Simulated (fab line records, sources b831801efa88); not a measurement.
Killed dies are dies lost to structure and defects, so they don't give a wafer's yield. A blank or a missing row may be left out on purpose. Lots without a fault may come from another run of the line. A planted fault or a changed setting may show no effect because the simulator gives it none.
Which tool did it? | flow gf180mcu | 13 lots, 39 wafers sampled, at 5 steps of a route of 602

WHAT THE GAUGES READ, wafer by wafer
GF_M3_CD_MEAS_14: target cd 280 nm.
lot  | measured     | on        | cd_nm (nm)
L709 | day 23 02:33 | cd_sem-01 | 280.2 278.5 280.5
L710 | day 23 06:06 | cd_sem-01 | 282.4 281.4 280.5
L712 | day 23 19:26 | cd_sem-02 | 280.2 280.9 281.2
L711 | day 23 23:33 | cd_sem-01 | 280.5 280.7 281.2
L716 | day 25 04:14 | cd_sem-01 | 282.5 281.4 281.4
L717 | day 25 14:56 | cd_sem-02 | 281.9 281.5 257.6
L718 | day 25 21:32 | cd_sem-01 | 257.3 282.6 256.5
L720 | day 26 10:01 | cd_sem-01 | 279.1 280.5 278.4
L722 | day 27 05:39 | cd_sem-01 | 278.9 279.3 279.4
L723 | day 27 09:28 | cd_sem-02 | 279.5 278.8 278.3
L724 | day 27 16:02 | cd_sem-02 | 279.1 280.3 279.4
L729 | day 29 00:59 | cd_sem-01 | 282.4 282.2 281.2
L730 | day 29 05:15 | cd_sem-02 | 279.7 279.3 278.4

GF_V3_THK_MEAS_01.
lot  | measured     | on            | V3_CVD_00_THK (nm)
L709 | day 23 03:25 | film_metro-01 | 615 608 607
L710 | day 23 06:59 | film_metro-04 | 613 603 608
L712 | day 23 20:20 | film_metro-04 | 607 606 607
L711 | day 24 00:26 | film_metro-03 | 613 601 611
L716 | day 25 05:21 | film_metro-03 | 605 599 602
L717 | day 25 15:52 | film_metro-01 | 606 608 604
L718 | day 25 22:26 | film_metro-01 | 615 610 610
L720 | day 26 10:53 | film_metro-04 | 606 603 605
L722 | day 27 06:32 | film_metro-04 | 605 608 602
L723 | day 27 10:20 | film_metro-04 | 599 605 599
L724 | day 27 17:05 | film_metro-04 | 609 611 609
L729 | day 29 01:53 | film_metro-01 | 608 607 608
L730 | day 29 06:08 | film_metro-04 | 608 605 602

WHICH TOOL RAN EACH LOT (tool, then ch and the chambers of the sampled wafers, then the start)
lot  | GF_V2_CMP_04                  | GF_V2_SPUTTER_22             | GF_M3_EXPOSE_11
L709 | cmp-01 ch 0,1,3, day 21 01:01 | pvd_sputter-04, day 22 01:46 | krf_scanner-02 ch 0, day 22 14:04
L710 | cmp-01 ch 1,2,3, day 21 04:38 | pvd_sputter-02, day 22 06:08 | krf_scanner-01 ch 0, day 22 18:55
L712 | cmp-02 ch 1,2,3, day 21 19:07 | pvd_sputter-02, day 22 19:55 | krf_scanner-01 ch 0, day 23 08:14
L711 | cmp-01 ch 1,2,3, day 21 21:43 | pvd_sputter-04, day 22 23:14 | krf_scanner-02 ch 0, day 23 11:55
L716 | cmp-01 ch 0,1,2, day 23 04:55 | pvd_sputter-02, day 24 05:09 | krf_scanner-02 ch 0, day 24 17:26
L717 | cmp-02 ch 0,1,3, day 23 17:34 | pvd_sputter-04, day 24 16:40 | krf_scanner-01 ch 0, day 25 04:57
L718 | cmp-01 ch 1,2,3, day 23 23:17 | pvd_sputter-04, day 24 22:56 | krf_scanner-01 ch 0, day 25 10:38
L720 | cmp-01 ch 1,2,3, day 24 12:55 | pvd_sputter-01, day 25 11:49 | krf_scanner-02 ch 0, day 26 00:02
L722 | cmp-01 ch 1,2, day 25 08:41   | pvd_sputter-01, day 26 07:34 | krf_scanner-02 ch 0, day 26 19:14
L723 | cmp-01 ch 0,1, day 25 12:55   | pvd_sputter-04, day 26 12:01 | krf_scanner-02 ch 0, day 26 23:33
L724 | cmp-01 ch 2,3, day 25 19:37   | pvd_sputter-02, day 26 18:14 | krf_scanner-02 ch 0, day 27 05:44
L729 | cmp-01 ch 1,2, day 27 07:00   | pvd_sputter-02, day 28 03:58 | krf_scanner-01 ch 0, day 28 15:21
L730 | cmp-01 ch 0,1, day 27 10:31   | pvd_sputter-01, day 28 08:22 | krf_scanner-02 ch 0, day 28 19:46
- GF_V2_CMP_04: polishes SiO2.
- GF_V2_SPUTTER_22: material TiN, target thk 10 nm, time 40 s.
- GF_M3_EXPOSE_11: exposes mask Metal3, target cd 280 nm.

WHAT THE TOOLS THEMSELVES READ (means of the sampled wafers that have a number; where no wafer has one, the mark that the record gives instead)
GF_V2_CMP_04.
lot  | tool   | motor_current_A (A) | time_to_endpoint_s (s)
L709 | cmp-01 | 12.2                | 90
L710 | cmp-01 | 11.1                | 77
L712 | cmp-02 | 13.5                | 83
L711 | cmp-01 | 11.5                | 88
L716 | cmp-01 | 11.2                | 75
L717 | cmp-02 | 13.4                | 81
L718 | cmp-01 | 11.4                | 82
L720 | cmp-01 | 11.2                | 76
L722 | cmp-01 | 11.1                | 78
L723 | cmp-01 | 12.1                | 87
L724 | cmp-01 | 11.3                | 79
L729 | cmp-01 | 11.2                | 80
L730 | cmp-01 | 12.0                | 72

GF_V2_SPUTTER_22.
lot  | tool           | chamber_pressure_pa (Pa) | throttle_valve_pct (%)
L709 | pvd_sputter-04 | 4.999                    | 30.3
L710 | pvd_sputter-02 | 5.002                    | 29.8
L712 | pvd_sputter-02 | 4.998                    | 30.3
L711 | pvd_sputter-04 | 5.006                    | 31.6
L716 | pvd_sputter-02 | 4.993                    | 29.5
L717 | pvd_sputter-04 | 5.000                    | 29.3
L718 | pvd_sputter-04 | 4.998                    | 30.4
L720 | pvd_sputter-01 | 4.997                    | 30.0
L722 | pvd_sputter-01 | 5.002                    | 30.5
L723 | pvd_sputter-04 | 5.002                    | 30.3
L724 | pvd_sputter-02 | 4.991                    | 29.7
L729 | pvd_sputter-02 | 5.001                    | 30.0
L730 | pvd_sputter-01 | 4.998                    | 30.4

THE ANSWER, worked out from the rows above alone
Rule: what is usual is taken from the lots themselves. Put in order of their means at a reading, lots are off if they are a third of the lots or fewer, leave a main group of 4 or more, and stand apart from it by a gap of 3 or more times the standard deviation of the main group's means; of several such gaps the widest counts. A main group whose means are all the same, to the digits that the tables above print for the reading, isn't used. A lot without any number at a reading at which 4 lots or more have one is off too. The other lots that the step has rows for count as sound. The gauges are gone through in route order, then the tools' own readings, and for those a lot's mean is taken as printed above. The first step at which some lot is off is used, and at that step the reading that is off furthest; a lot without a number counts as furthest.
Off: L717, L718, at GF_M3_CD_MEAS_14 (cd_nm). The main group: mean 280.2 nm, standard deviation 1.1.
A tool fits if, at a process step before that reading, it ran every lot that is off, and no sound lot after the first of them. The gauges at GF_M3_CD_MEAS_14 are tried like those tools. None of those tried fits.

WHAT THE SIMULATOR HAD PUT IN
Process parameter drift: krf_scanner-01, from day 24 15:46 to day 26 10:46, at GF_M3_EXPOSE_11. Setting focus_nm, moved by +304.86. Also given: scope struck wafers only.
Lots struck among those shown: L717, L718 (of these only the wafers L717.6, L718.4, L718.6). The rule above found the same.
